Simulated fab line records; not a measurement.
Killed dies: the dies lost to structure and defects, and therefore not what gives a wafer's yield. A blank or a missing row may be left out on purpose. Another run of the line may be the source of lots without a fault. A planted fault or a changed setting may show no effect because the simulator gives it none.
Matching of chambers :: flow sky130 :: SKY_VIA3_CMP_02 on cmp-01: 4 sister chambers
The step polishes SiO2. 8 wafers are shown with their chamber, then 6 later ones without.

## WAFERS, EACH WITH ITS CHAMBER
wafer: L796.3
chamber: 0
motor-current-A (A): 13.1
head-pressure-psi (psi): 3.994

wafer: L797.1
chamber: 0
motor-current-A (A): 12.6
head-pressure-psi (psi): 3.991

wafer: L797.2
chamber: 1
motor-current-A (A): 10.4
head-pressure-psi (psi): 3.998

wafer: L797.4
chamber: 3
motor-current-A (A): 11.8
head-pressure-psi (psi): 4.006

wafer: L805.4
chamber: 1
motor-current-A (A): 11.0
head-pressure-psi (psi): 4.006

wafer: L805.5
chamber: 2
motor-current-A (A): 14.7
head-pressure-psi (psi): 4.012

wafer: L809.1
chamber: 3
motor-current-A (A): 11.9
head-pressure-psi (psi): 3.994

wafer: L809.2
chamber: 2
motor-current-A (A): 13.3
head-pressure-psi (psi): 3.985

## WAFERS MISSING THEIR CHAMBER
wafer: L809.4
motor-current-A (A): 10.8
head-pressure-psi (psi): 3.995

wafer: L808.3
motor-current-A (A): 11.4
head-pressure-psi (psi): 4.002

wafer: L808.4
motor-current-A (A): 13.9
head-pressure-psi (psi): 4.009

wafer: L811.1
motor-current-A (A): 11.8
head-pressure-psi (psi): 3.995

wafer: L811.3
motor-current-A (A): 13.6
head-pressure-psi (psi): 3.993

wafer: L811.5
motor-current-A (A): 11.6
head-pressure-psi (psi): 4.005

## WHICH CHAMBER EACH WENT THROUGH
wafer: L809.4
from the rows above: can't be placed: 1 or 3
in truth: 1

wafer: L808.3
from the rows above: can't be placed: 3 or 1 or 0
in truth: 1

wafer: L808.4
from the rows above: can't be placed: 2 or 0
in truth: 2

wafer: L811.1
from the rows above: can't be placed: 3 or 0 or 1
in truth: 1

wafer: L811.3
from the rows above: can't be placed: 2 or 0
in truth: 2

wafer: L811.5
from the rows above: can't be placed: 3 or 1 or 0
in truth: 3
Placed correctly: 0 of 6. Not placeable from these rows: 6 (in 6, the candidates include the true chamber). Placed wrongly: 0.
How it was worked out, from the rows above alone: a wafer's distance from a chamber is the root of the sum, over the readings, of the square of ((its reading less the chamber's mean) divided by the reading's scatter). The wafer belongs to the nearest chamber; if the next one is less than 2 further off, it can't be placed. A chamber's mean is the mean of its shown wafers. How the scatter is found: for the shown wafers, subtract from each reading the mean of its chamber, square and add these, divide the total by (wafers less chambers), then take the root.
